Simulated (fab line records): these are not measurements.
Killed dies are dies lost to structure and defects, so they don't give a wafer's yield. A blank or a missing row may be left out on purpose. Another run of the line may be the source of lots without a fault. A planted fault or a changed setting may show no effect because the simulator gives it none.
2 desks, one fault    flow gf180mcu    only its own numbers are on each desk; what lay behind them is given at the end

FOR THE TOOL OWNER'S DESK: litho track-01
The tool's own readings at GF_PASSIVATION_DEVELOP_10 (develop time 60 s): means of the sampled wafers that have a number, for each lot that ran on this tool. The brackets show how far a lot's mean lies from the usual mean; more than 4 standard deviations puts the lot out of limits, marked OUT.
Columns: A = developer temp C at GF_PASSIVATION_DEVELOP_10, usual 22.97 C; B = resist line temp C at GF_PASSIVATION_DEVELOP_10, usual 22.98 C
lot   first seen here  A                B
L496  day 30 10:00     22.91            22.93
L503  day 32 12:00     23.00            23.03
L507  day 33 09:00     23.00            23.03
L508  day 33 14:00     20.66 (-21) OUT  22.94
L513  day 34 14:00     20.78 (-20) OUT  22.98
Finding of this desk: L508, L513 out of limits; the first was L508 at day 33 14:00, on developer temp C at GF_PASSIVATION_DEVELOP_10. L496, L503, L507: within limits.

METROLOGY DESK
What the gauges read, lot by lot, whatever tool the lot ran on: means of the sampled wafers that have a number. The brackets show how far a lot's mean lies from the usual mean; more than 4 standard deviations puts the lot out of limits, marked OUT.
Columns: A = HV_LDD_OVL at GF_HV_LDD_OVL_MEAS_08, usual -0.2 nm
lot   first seen here  A
L494  day 10 15:48     -1.0
L495  day 11 01:58     -0.5
L496  day 11 09:13     0.9
L499  day 12 05:55     1.2
L502  day 13 08:02     0.8
L503  day 13 17:22     -2.6
L504  day 13 17:41     -0.5
L506  day 14 11:56     0.8
L507  day 14 20:43     0.3
L508  day 15 02:49     0.1
L509  day 15 06:58     -0.2
L513  day 16 12:40     2.4
This desk found nothing out of limits on any of the 12 lots.

TAKEN TOGETHER
On L508, L513, at day 33 14:00, an alarm was possible from the tool owner's desk.
At the metrology desk, nothing out of limits was observed.
The metrology desk holds a record of L508, L513, inside its limits.
The lots listed all ran GF_PASSIVATION_DEVELOP_10 on litho track-01.

WHAT THE SIMULATOR PUT IN
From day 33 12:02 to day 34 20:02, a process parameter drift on litho track-01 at GF_PASSIVATION_DEVELOP_10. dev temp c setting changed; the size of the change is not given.
Lots struck among those shown: L508, L513.
Delay in hours, fault start to first out-of-limits reading, by desk: the tool owner's desk at 2.
